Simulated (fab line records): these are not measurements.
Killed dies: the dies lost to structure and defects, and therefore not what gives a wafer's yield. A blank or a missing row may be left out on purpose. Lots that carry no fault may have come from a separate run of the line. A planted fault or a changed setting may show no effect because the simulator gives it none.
The tool behind it: which one? || flow gf180mcu || Sampling: 24 lots, 72 wafers, 2 of 602 route steps

## WHAT THE GAUGES SHOWED, per wafer
GF_VT_IMPLANT_RS_MEAS_47: the measuring method here is four-point-probe. Usual: NWELL_RS gives 487.7 ohm/sq (standard deviation 1.2).
{"lot": "L074", "measured": "day 7 18:04", "on": "film metro-04", "NWELL_RS (ohm/sq)": "487.8 486.7 487.2", "flag": ""}
{"lot": "L075", "measured": "day 8 06:19", "on": "film metro-02", "NWELL_RS (ohm/sq)": "487.0 487.7 487.3", "flag": ""}
{"lot": "L076", "measured": "day 8 07:44", "on": "film metro-04", "NWELL_RS (ohm/sq)": "486.0 487.7 488.7", "flag": ""}
{"lot": "L077", "measured": "day 8 15:37", "on": "film metro-02", "NWELL_RS (ohm/sq)": "488.4 488.4 486.9", "flag": ""}
{"lot": "L078", "measured": "day 8 20:02", "on": "film metro-04", "NWELL_RS (ohm/sq)": "489.2 487.6 489.2", "flag": ""}
{"lot": "L079", "measured": "day 9 01:55", "on": "film metro-04", "NWELL_RS (ohm/sq)": "485.8 487.8 485.5", "flag": ""}
{"lot": "L080", "measured": "day 9 13:14", "on": "film metro-03", "NWELL_RS (ohm/sq)": "489.6 489.2 488.6", "flag": ""}
{"lot": "L081", "measured": "day 9 18:47", "on": "film metro-03", "NWELL_RS (ohm/sq)": "487.7 486.5 487.8", "flag": ""}
{"lot": "L082", "measured": "day 9 21:45", "on": "film metro-04", "NWELL_RS (ohm/sq)": "489.5 487.7 489.8", "flag": ""}
{"lot": "L083", "measured": "day 10 05:14", "on": "film metro-03", "NWELL_RS (ohm/sq)": "487.7 487.1 487.7", "flag": ""}
{"lot": "L084", "measured": "day 10 07:00", "on": "film metro-04", "NWELL_RS (ohm/sq)": "486.8 487.4 487.8", "flag": ""}
{"lot": "L085", "measured": "day 10 17:19", "on": "film metro-04", "NWELL_RS (ohm/sq)": "488.2 486.8 487.1", "flag": ""}
{"lot": "L086", "measured": "day 10 21:20", "on": "film metro-02", "NWELL_RS (ohm/sq)": "489.1 489.3 490.9", "flag": ""}
{"lot": "L087", "measured": "day 11 04:38", "on": "film metro-03", "NWELL_RS (ohm/sq)": "487.2 486.6 488.3", "flag": ""}
{"lot": "L088", "measured": "day 11 11:23", "on": "film metro-03", "NWELL_RS (ohm/sq)": "489.8 489.4 489.0", "flag": ""}
{"lot": "L089", "measured": "day 11 17:14", "on": "film metro-02", "NWELL_RS (ohm/sq)": "487.1 487.3 487.0", "flag": ""}
{"lot": "L090", "measured": "day 12 02:03", "on": "film metro-02", "NWELL_RS (ohm/sq)": "488.1 488.0 488.6", "flag": ""}
{"lot": "L091", "measured": "day 12 08:31", "on": "film metro-03", "NWELL_RS (ohm/sq)": "486.2 487.5 486.6", "flag": ""}
{"lot": "L092", "measured": "day 12 15:47", "on": "film metro-04", "NWELL_RS (ohm/sq)": "487.7 488.7 489.3", "flag": ""}
{"lot": "L093", "measured": "day 12 20:08", "on": "film metro-03", "NWELL_RS (ohm/sq)": "487.6 487.4 487.7", "flag": ""}
{"lot": "L094", "measured": "day 13 02:56", "on": "film metro-04", "NWELL_RS (ohm/sq)": "487.3 487.2 486.1", "flag": ""}
{"lot": "L095", "measured": "day 13 10:47", "on": "film metro-04", "NWELL_RS (ohm/sq)": "484.6 486.2 485.0", "flag": ""}
{"lot": "L096", "measured": "day 13 16:34", "on": "film metro-02", "NWELL_RS (ohm/sq)": "489.1 489.3 490.0", "flag": ""}
{"lot": "L097", "measured": "day 13 22:14", "on": "film metro-04", "NWELL_RS (ohm/sq)": "488.6 486.9 487.6", "flag": ""}

GF_V2_THK_MEAS_01. Usual: V2_CVD_00_THK gives 601 nm (standard deviation 7.2).
{"lot": "L074", "measured": "day 19 12:32", "on": "film metro-02", "V2_CVD_00_THK (nm)": "603 603 591", "flag": ""}
{"lot": "L075", "measured": "day 20 05:29", "on": "film metro-02", "V2_CVD_00_THK (nm)": "591 592 603", "flag": ""}
{"lot": "L076", "measured": "day 20 07:47", "on": "film metro-03", "V2_CVD_00_THK (nm)": "592 600 596", "flag": ""}
{"lot": "L077", "measured": "day 20 13:28", "on": "film metro-03", "V2_CVD_00_THK (nm)": "594 599 601", "flag": ""}
{"lot": "L078", "measured": "day 21 00:10", "on": "film metro-02", "V2_CVD_00_THK (nm)": "596 596 601", "flag": ""}
{"lot": "L079", "measured": "day 21 08:12", "on": "film metro-04", "V2_CVD_00_THK (nm)": "598 590 597", "flag": ""}
{"lot": "L080", "measured": "day 22 00:36", "on": "film metro-03", "V2_CVD_00_THK (nm)": "596 594 598", "flag": ""}
{"lot": "L081", "measured": "day 22 12:27", "on": "film metro-03", "V2_CVD_00_THK (nm)": "604 601 597", "flag": ""}
{"lot": "L082", "measured": "day 22 14:31", "on": "film metro-04", "V2_CVD_00_THK (nm)": "601 605 598", "flag": ""}
{"lot": "L083", "measured": "day 22 23:23", "on": "film metro-03", "V2_CVD_00_THK (nm)": "590 593 592", "flag": ""}
{"lot": "L084", "measured": "day 22 22:57", "on": "film metro-03", "V2_CVD_00_THK (nm)": "600 597 604", "flag": ""}
{"lot": "L085", "measured": "day 23 12:43", "on": "film metro-02", "V2_CVD_00_THK (nm)": "600 607 600", "flag": ""}
{"lot": "L086", "measured": "day 23 17:40", "on": "film metro-04", "V2_CVD_00_THK (nm)": "602 601 613", "flag": ""}
{"lot": "L087", "measured": "day 24 05:04", "on": "film metro-04", "V2_CVD_00_THK (nm)": "591 598 606", "flag": ""}
{"lot": "L088", "measured": "day 24 10:11", "on": "film metro-03", "V2_CVD_00_THK (nm)": "603 594 593", "flag": ""}
{"lot": "L089", "measured": "day 24 15:25", "on": "film metro-03", "V2_CVD_00_THK (nm)": "604 608 594", "flag": ""}
{"lot": "L090", "measured": "day 25 01:55", "on": "film metro-03", "V2_CVD_00_THK (nm)": "595 590 600", "flag": ""}
{"lot": "L091", "measured": "day 25 10:39", "on": "film metro-02", "V2_CVD_00_THK (nm)": "600 614 597", "flag": ""}
{"lot": "L092", "measured": "day 25 19:07", "on": "film metro-04", "V2_CVD_00_THK (nm)": "616 602 598", "flag": ""}
{"lot": "L093", "measured": "day 26 02:29", "on": "film metro-03", "V2_CVD_00_THK (nm)": "603 620 609", "flag": ""}
{"lot": "L094", "measured": "day 26 04:29", "on": "film metro-02", "V2_CVD_00_THK (nm)": "596 602 613", "flag": ""}
{"lot": "L095", "measured": "day 26 12:06", "on": "film metro-03", "V2_CVD_00_THK (nm)": "615 619 604", "flag": ""}
{"lot": "L096", "measured": "day 26 17:22", "on": "film metro-04", "V2_CVD_00_THK (nm)": "603 606 598", "flag": ""}
{"lot": "L097", "measured": "day 26 23:35", "on": "film metro-03", "V2_CVD_00_THK (nm)": "601 605 595", "flag": ""}

## TOOL THAT RAN EACH LOT (tool first, then ch and the chambers of the sampled wafers, then the start)
There is no process step in the record ahead of these readings.

## WHAT THE TOOLS THEMSELVES READ (means of the sampled wafers that have a number; where no wafer has one, the mark that the record gives instead)
The record holds no such reading with a usual standard deviation.

## THE ANSWER, worked out from the rows above alone
Rule: take the mean of a lot's wafers that have a number; if it is more than 3 standard deviations from the usual mean, the lot is off. A lot without any number at a reading at which 4 lots or more have one is off too. Any other lot the step has rows for is counted as sound. First the gauges in route order, then the tools' own readings, where a lot's mean is used as printed above. At the first step where some lot is off, the reading lying furthest off is the one used; lots without a number count as furthest.
None of the lots is off at any reading shown; this tells nothing.

## WHAT THE SIMULATOR HAD INSERTED
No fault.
